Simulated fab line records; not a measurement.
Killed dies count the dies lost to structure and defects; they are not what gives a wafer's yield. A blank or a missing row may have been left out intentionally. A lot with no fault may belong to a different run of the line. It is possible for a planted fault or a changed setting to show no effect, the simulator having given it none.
One fault through the eyes of 2 desks | flow gf180mcu | only its own numbers are on each desk; what lay behind them is given at the end

== AT THE METROLOGY DESK ==
Lot by lot, what the gauges showed, no matter which tool ran the lot: averages of those sampled wafers that carry a number. Marked OUT: a lot whose mean sits more than 4 standard deviations from the usual mean, which makes it out of limits; the brackets give that distance.
Columns: A = V3_OVL at GF_V3_OVL_MEAS_15, usual -3 nm; B = V4_BOW at GF_V4_BOW_MEAS_05, usual 136 um; C = MIM_ALCU_THK at GF_MIM_THK_MEAS_11, usual 195.5 nm
lot  | first seen here | A   | B   | C
L106 | day 23 05:13    | -15 | 148 | 194.5
L107 | day 23 11:56    | -7  | 130 | 197.4
L108 | day 24 03:27    | -0  | 143 | 196.0
L109 | day 24 09:01    | 3   | 134 | 200.7
L110 | day 24 23:29    | -7  | 129 | 192.6
L111 | day 25 08:26    | -11 | 133 | 197.8
L112 | day 26 01:17    | -5  | 132 | 197.3
L120 | day 28 01:41    | 1   | 145 | 190.1
L125 | day 29 03:53    | -2  | 125 | 195.1
L127 | day 29 21:18    | 0   | 117 | 197.3
L128 | day 30 03:29    | 3   | 141 | 196.2
This desk's verdict: no lot among the 11 shows anything out of limits.

== FOR THE TOOL OWNER'S DESK: pvd_sputter-02 ==
At GF_MIM_SPUTTER_09 (material TiN, target thk 35 nm, time 29.2 s) the tool's own readings: per lot run on this tool, the mean of the sampled wafers that have a number. Marked OUT: a lot whose mean sits more than 4 standard deviations from the usual mean, which makes it out of limits; the brackets give that distance.
Columns: A = throttle_valve_pct at GF_MIM_SPUTTER_09, usual 29.9 %
lot  | first seen here | A
L111 | day 27 06:38    | 29.4
L120 | day 29 22:54    | 29.3
This desk's verdict: no lot among the 2 shows anything out of limits.

== TAKEN TOGETHER ==
The metrology desk saw nothing out of limits.
Nothing out of limits was seen by the tool owner's desk.

== WHAT HAD BEEN PUT IN BY THE SIMULATOR ==
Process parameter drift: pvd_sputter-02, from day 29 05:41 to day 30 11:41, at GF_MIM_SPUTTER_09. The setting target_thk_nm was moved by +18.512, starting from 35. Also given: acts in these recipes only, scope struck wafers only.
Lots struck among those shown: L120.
